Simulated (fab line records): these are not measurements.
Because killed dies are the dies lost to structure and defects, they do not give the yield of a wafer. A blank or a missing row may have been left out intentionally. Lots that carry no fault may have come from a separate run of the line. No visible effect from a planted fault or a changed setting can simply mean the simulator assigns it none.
fab line records -- flow gf180mcu -- part 2 of 2: steps 24 to 32 of 32
record lots=5, wafers=15, last-day=34
route steps=602 shown V4@486 MIM@503
lots with no fault: from the same line, run without faults
start-h: hours from the record's opening day to when the first of the lot's shown wafers began -- wait-h: hours from the lot's prior step to this one -- " unchanged from the row above -- L1.1+2: a row that stands for several wafers -- - no value, or no start given -- * or withheld: withheld -- < > ~ a bound
route shown NAME@n: a module of which the file shows steps, and the number in the route of the first -- usual: mean/standard deviation taken from wafers without a fault -- same: alike in all rows -- chamber/n: place in a boat -- sites: per-site readings -- _std_site: standard deviation across them -- _edge_site: inner sites' mean taken away from outer sites' mean -- radius-mm: how far each site lies from the wafer's centre -- mask NAME#n: copy n -- behind: the last tool/chamber to shape the wafer -- hold: what put the lot on hold/how long, in hours/how the hold closed -- device: which transistor (n, p or np) failed to switch -- end of line: the route-end tests of the same wafers -- where a step has no rows: the recipe by itself -- killed: at the first sort, the dies lost to defects and structure; wafer yield is something else -- map: a wafer's dies, marking killed ones x, the rest . and places with no die _
set.NAME: setting as actually run; set.NAME@STEP: the setting as run at that earlier step -- model.NAME: the simulator's own value behind a step, which no gauge read
a table for each step, a row for each wafer; lots at some steps of the route
services: when a tool's chamber went out of use (start-h, in hours from the record's first day, below 0 if earlier), for how many hours, and the reason
## steps
# step GF_MIM_THK_MEAS_06
# recipe reads=Si3N4_of_MIM_CVD_05
# usual MIM_CVD_05_THK=41.5/0.69
lot.wafer,tool,chamber,start-h,wait-h,MIM_CVD_05_THK[nm]
L082.1,film-metro-04,-,637.22,0.0,41.4
L082.2,film-metro-04,-,637.22,0.0,41.7
L082.6,film-metro-04,-,637.22,0.0,42.0
L085.1,film-metro-04,-,658.35,0.0,41.2
L085.3,film-metro-04,-,658.35,0.0,40.1
L085.4,film-metro-04,-,658.35,0.0,41.1
L086.2,film-metro-04,-,664.74,0.0,41.8
L086.4,film-metro-04,-,664.74,0.0,42.5
L086.5,film-metro-04,-,664.74,0.0,42.9
L087.2,film-metro-04,-,671.05,0.0,40.5
L087.3,film-metro-04,-,671.05,0.0,40.7
L087.4,film-metro-04,-,671.05,0.0,41.3
L095.2,film-metro-02,-,726.16,0.0,41.3
L095.3,film-metro-02,-,726.16,0.0,40.1
L095.4,film-metro-02,-,726.16,0.0,41.5
# step GF_MIM_SPUTTER_07
# recipe material=TiN, target-thk-nm=60, power-w=6500, time-s=50, chamber-pressure-pa=0.4
# usual cathode-dc-power-W=6500.0/1.1, throttle-valve-pct=29.6/1.7
lot.wafer,tool,chamber,start-h,wait-h,cathode-dc-power-W,throttle-valve-pct
L082.1,pvd-sputter-02,-,637.28,0.1,6500.6,31.1
L082.2,pvd-sputter-02,-,637.28,0.1,6498.2,31.2
L082.6,pvd-sputter-02,-,637.28,0.1,6498.5,29.5
L085.1,pvd-sputter-02,-,658.41,0.1,6499.9,31.2
L085.3,pvd-sputter-02,-,658.41,0.1,6501.2,30.0
L085.4,pvd-sputter-02,-,658.41,0.1,6499.2,29.8
L086.2,pvd-sputter-02,-,664.79,0.0,6499.9,30.0
L086.4,pvd-sputter-02,-,664.79,0.0,6500.0,31.5
L086.5,pvd-sputter-02,-,664.79,0.0,6501.2,31.4
L087.2,pvd-sputter-03,-,671.10,0.0,6498.8,30.6
L087.3,pvd-sputter-03,-,671.10,0.0,6500.5,32.0
L087.4,pvd-sputter-03,-,671.10,0.0,6499.9,31.0
L095.2,pvd-sputter-03,-,726.21,0.0,6500.2,28.3
L095.3,pvd-sputter-03,-,726.21,0.0,6500.7,30.9
L095.4,pvd-sputter-03,-,726.21,0.0,6501.8,31.8
# step GF_MIM_SPUTTER_08
# recipe material=AlCu, target-thk-nm=200, power-w=10600, time-s=10.6, chamber-pressure-pa=0.4
# usual cathode-dc-power-W=10600/2.1, throttle-valve-pct=29.6/1.7
lot.wafer,tool,chamber,start-h,wait-h,cathode-dc-power-W,throttle-valve-pct
L082.1,pvd-sputter-02,-,637.33,0.0,10597,31.5
L082.2,pvd-sputter-02,-,637.33,0.0,10597,30.7
L082.6,pvd-sputter-02,-,637.33,0.0,10600,29.4
L085.1,pvd-sputter-02,-,658.45,0.0,10598,31.3
L085.3,pvd-sputter-02,-,658.45,0.0,10595,29.8
L085.4,pvd-sputter-02,-,658.45,0.0,10604,29.9
L086.2,pvd-sputter-02,-,664.83,0.0,10600,30.0
L086.4,pvd-sputter-02,-,664.83,0.0,10603,31.6
L086.5,pvd-sputter-02,-,664.83,0.0,10597,31.3
L087.2,pvd-sputter-03,-,671.15,0.0,10598,30.8
L087.3,pvd-sputter-03,-,671.15,0.0,10598,32.2
L087.4,pvd-sputter-03,-,671.15,0.0,10603,30.9
L095.2,pvd-sputter-03,-,726.25,0.0,10601,28.4
L095.3,pvd-sputter-03,-,726.25,0.0,10603,30.9
L095.4,pvd-sputter-03,-,726.25,0.0,10595,32.1
# step GF_MIM_SPUTTER_09
# recipe material=TiN, target-thk-nm=35, power-w=6679, time-s=29.2, chamber-pressure-pa=0.4
# usual cathode-dc-power-W=6679.0/1.2, throttle-valve-pct=29.6/1.7
lot.wafer,tool,chamber,start-h,wait-h,cathode-dc-power-W,throttle-valve-pct
L082.1,pvd-sputter-02,-,637.35,0.0,6678.8,31.1
L082.2,pvd-sputter-02,-,637.35,0.0,6675.6,30.9
L082.6,pvd-sputter-02,-,637.35,0.0,6676.5,29.6
L085.1,pvd-sputter-02,-,658.48,0.0,6681.2,31.1
L085.3,pvd-sputter-02,-,658.48,0.0,6681.3,29.8
L085.4,pvd-sputter-02,-,658.48,0.0,6678.8,29.5
L086.2,pvd-sputter-02,-,664.85,0.0,6680.0,29.8
L086.4,pvd-sputter-02,-,664.85,0.0,6679.2,31.7
L086.5,pvd-sputter-02,-,664.85,0.0,6677.2,31.7
L087.2,pvd-sputter-03,-,671.17,0.0,6679.5,30.8
L087.3,pvd-sputter-03,-,671.17,0.0,6677.9,31.9
L087.4,pvd-sputter-03,-,671.17,0.0,6680.0,30.9
L095.2,pvd-sputter-03,-,726.28,0.0,6678.9,28.4
L095.3,pvd-sputter-03,-,726.28,0.0,6677.9,31.0
L095.4,pvd-sputter-03,-,726.28,0.0,6679.0,32.1
# step GF_MIM_RS_MEAS_10
# recipe thk-meas-gauge=four-point-probe, reads=TiN_of_MIM_SPUTTER_09+AlCu_of_MIM_SPUTTER_08+TiN_of_MIM_SPUTTER_07
# usual MIM_ALCU_RS=0.1602/0.0017
lot.wafer,tool,chamber,start-h,wait-h,MIM_ALCU_RS[ohm/sq]
L082.1,film-metro-02,-,637.38,0.0,0.1601
L082.2,film-metro-02,-,637.38,0.0,0.1627
L082.6,film-metro-02,-,637.38,0.0,0.1614
L085.1,film-metro-01,-,658.51,0.0,0.1621
L085.3,film-metro-01,-,658.51,0.0,0.1613
L085.4,film-metro-01,-,658.51,0.0,0.1608
L086.2,film-metro-01,-,664.91,0.0,0.1595
L086.4,film-metro-01,-,664.91,0.0,0.1575
L086.5,film-metro-01,-,664.91,0.0,0.1571
L087.2,film-metro-01,-,671.22,0.0,0.1591
L087.3,film-metro-01,-,671.22,0.0,0.1618
L087.4,film-metro-01,-,671.22,0.0,0.1576
L095.2,film-metro-04,-,726.33,0.0,0.1608
L095.3,film-metro-04,-,726.33,0.0,0.1612
L095.4,film-metro-04,-,726.33,0.0,0.1612
# step GF_MIM_THK_MEAS_11
# recipe thk-meas-gauge=xrf, reads=AlCu_of_MIM_SPUTTER_08
# usual MIM_ALCU_THK=200.9/2.5
lot.wafer,tool,chamber,start-h,wait-h,MIM_ALCU_THK[nm]
L082.1,film-metro-02,-,637.50,0.1,200.1
L082.2,film-metro-02,-,637.50,0.1,197.3
L082.6,film-metro-02,-,637.50,0.1,198.7
L085.1,film-metro-01,-,658.63,0.1,199.5
L085.3,film-metro-01,-,658.63,0.1,200.5
L085.4,film-metro-01,-,658.63,0.1,201.4
L086.2,film-metro-01,-,665.02,0.1,202.6
L086.4,film-metro-01,-,665.02,0.1,205.9
L086.5,film-metro-01,-,665.02,0.1,207.1
L087.2,film-metro-01,-,671.33,0.1,203.9
L087.3,film-metro-01,-,671.33,0.1,199.4
L087.4,film-metro-01,-,671.33,0.1,204.3
L095.2,film-metro-04,-,726.44,0.1,200.1
L095.3,film-metro-04,-,726.44,0.1,199.9
L095.4,film-metro-04,-,726.44,0.1,199.6
# step GF_MIM_DEHYDRATE_12
# recipe temp-c=200, time-s=60
# usual exhaust-pa=44.9/0.77
lot.wafer,tool,chamber,start-h,wait-h,exhaust-pa
L082.1,litho-track-03,0,646.90,9.4,44.4
L082.2,litho-track-03,0,646.90,9.4,44.6
L082.6,litho-track-03,0,646.90,9.4,43.8
L085.1,litho-track-02,0,667.34,8.7,45.9
L085.3,litho-track-02,0,667.34,8.7,45.1
L085.4,litho-track-02,0,667.34,8.7,45.2
L086.2,litho-track-03,0,673.32,8.3,45.8
L086.4,litho-track-03,0,673.32,8.3,45.2
L086.5,litho-track-03,0,673.32,8.3,45.7
L087.2,litho-track-01,0,680.66,9.3,44.7
L087.3,litho-track-01,0,680.66,9.3,43.5
L087.4,litho-track-01,0,680.66,9.3,43.7
L095.2,litho-track-03,0,734.07,7.6,45.6
L095.3,litho-track-03,0,734.07,7.6,45.7
L095.4,litho-track-03,0,734.07,7.6,45.6
# step GF_MIM_HMDS_13
# recipe prime-time-s=60, prime-temp-c=120
# usual exhaust-pa=44.9/0.86, prime-temp-c=119.98/0.13
lot.wafer,tool,chamber,start-h,wait-h,exhaust-pa,prime-temp-c
L082.1,litho-track-03,0,647.05,0.1,43.5,119.88
L082.2,litho-track-03,0,647.05,0.1,44.6,119.91
L082.6,litho-track-03,0,647.05,0.1,43.9,119.96
L085.1,litho-track-02,0,667.49,0.1,45.1,120.23
L085.3,litho-track-02,0,667.49,0.1,44.7,120.09
L085.4,litho-track-02,0,667.49,0.1,43.4,119.96
L086.2,litho-track-03,0,673.47,0.1,45.0,120.00
L086.4,litho-track-03,0,673.47,0.1,45.2,119.99
L086.5,litho-track-03,0,673.47,0.1,45.3,119.93
L087.2,litho-track-01,0,680.81,0.1,46.1,119.78
L087.3,litho-track-01,0,680.81,0.1,44.3,119.73
L087.4,litho-track-01,0,680.81,0.1,45.6,120.04
L095.2,litho-track-03,0,734.22,0.1,44.0,119.96
L095.3,litho-track-03,0,734.22,0.1,43.7,119.89
L095.4,litho-track-03,0,734.22,0.1,44.6,119.85
# step GF_MIM_COAT_14
# recipe resist=NOVOLAK, spin-rpm=3000, resist-thk-nm=1000
# usual exhaust-pa=44.8/0.8
lot.wafer,tool,chamber,start-h,wait-h,exhaust-pa
L082.1,litho-track-03,0,647.20,0.1,43.0
L082.2,litho-track-03,0,647.20,0.1,44.9
L082.6,litho-track-03,0,647.20,0.1,43.7
L085.1,litho-track-02,0,667.64,0.1,45.8
L085.3,litho-track-02,0,667.64,0.1,44.3
L085.4,litho-track-02,0,667.64,0.1,45.2
L086.2,litho-track-03,0,673.62,0.1,44.3
L086.4,litho-track-03,0,673.62,0.1,44.9
L086.5,litho-track-03,0,673.62,0.1,45.1
L087.2,litho-track-01,0,680.96,0.1,45.1
L087.3,litho-track-01,0,680.96,0.1,44.4
L087.4,litho-track-01,0,680.96,0.1,43.3
L095.2,litho-track-03,0,734.37,0.1,44.6
L095.3,litho-track-03,0,734.37,0.1,45.0
L095.4,litho-track-03,0,734.37,0.1,44.4
## services
tool,chamber,start-h,hours,kind
wet-bench-03,-,601.97,1.1,repair
krf-scanner-01,-,604.25,1.0,pm
rie-diel-04,3,608.42,5.7,repair
rie-diel-04,1,614.45,5.9,repair
pecvd-02,-,627.36,2.8,pm
krf-scanner-01,-,628.99,1.3,pm
wet-bench-01,-,633.48,1.5,repair
pecvd-02,2,640.05,4.8,repair
pecvd-02,-,643.37,1.4,repair
pecvd-04,-,648.63,0.9,repair
cmp-01,-,652.78,1.7,repair
rie-diel-01,0,660.64,4.7,repair
cvd-w-01,-,661.01,1.2,repair
cmp-01,-,666.50,0.3,repair
rie-diel-01,1,673.06,1.5,repair
rie-diel-04,-,675.43,0.9,repair
rie-diel-01,0,677.88,9.1,repair
plasma-asher-03,-,678.11,2.8,repair
wet-bench-01,-,678.68,4.7,repair
cvd-w-01,-,680.63,2.8,pm
rie-diel-01,0,687.53,19.6,repair
pvd-sputter-04,-,710.56,6.9,repair
rie-diel-04,-,716.25,1.2,repair
plasma-asher-03,-,733.75,9.0,pm
